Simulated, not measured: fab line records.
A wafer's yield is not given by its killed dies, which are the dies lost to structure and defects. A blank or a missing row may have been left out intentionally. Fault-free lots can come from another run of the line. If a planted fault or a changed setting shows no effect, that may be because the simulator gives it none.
What tool caused it? :: flow sky130 :: 12 lots (36 wafers sampled), 1 step of a 708-step route

WHAT THE GAUGES READ, wafer by wafer
SKY_CONTACT_THK_MEAS_26: measures by xrf.
lot: L077
measured: day 32 02:04
on: film metro-01
CONTACT_W_THK (nm): 356 349 351

lot: L076
measured: day 32 08:01
on: film metro-01
CONTACT_W_THK (nm): 343 342 354

lot: L079
measured: day 32 15:34
on: film metro-01
CONTACT_W_THK (nm): 340 351 343

lot: L081
measured: day 33 23:05
on: film metro-01
CONTACT_W_THK (nm): 360 358 345

lot: L083
measured: day 34 07:42
on: film metro-02
CONTACT_W_THK (nm): 344 356 342

lot: L085
measured: day 35 16:29
on: film metro-04
CONTACT_W_THK (nm): 354 345 352

lot: L087
measured: day 35 21:16
on: film metro-04
CONTACT_W_THK (nm): 348 342 353

lot: L089
measured: day 36 08:16
on: film metro-04
CONTACT_W_THK (nm): 338 342 351

lot: L091
measured: day 36 23:07
on: film metro-02
CONTACT_W_THK (nm): 358 349 357

lot: L093
measured: day 37 11:24
on: film metro-01
CONTACT_W_THK (nm): 345 344 347

lot: L095
measured: day 38 06:20
on: film metro-01
CONTACT_W_THK (nm): 346 344 342

lot: L097
measured: day 39 02:29
on: film metro-02
CONTACT_W_THK (nm): 340 344 341

EACH LOT AND THE TOOL THAT RAN IT (in order: tool; ch and the chambers of the sampled wafers; start)
The record holds no process step before these readings.

THE ANSWER, worked out from the rows above alone
Rule: the lots themselves supply what counts as usual. Put in order of their means at a reading, lots are off if they are a third of the lots or fewer, leave a main group of 4 or more, and stand apart from it by a gap of 3 or more times the standard deviation of the main group's means; of several such gaps the widest counts. The tables above print the reading to a certain number of digits; a main group whose means all agree to those digits is not used. Also off: a lot with no number at a reading for which 4 or more lots have one. Where the step has rows for the other lots, those lots are counted as sound.
None of the lots is off at any reading shown; this tells nothing.

WHAT WAS PUT IN BY THE SIMULATOR
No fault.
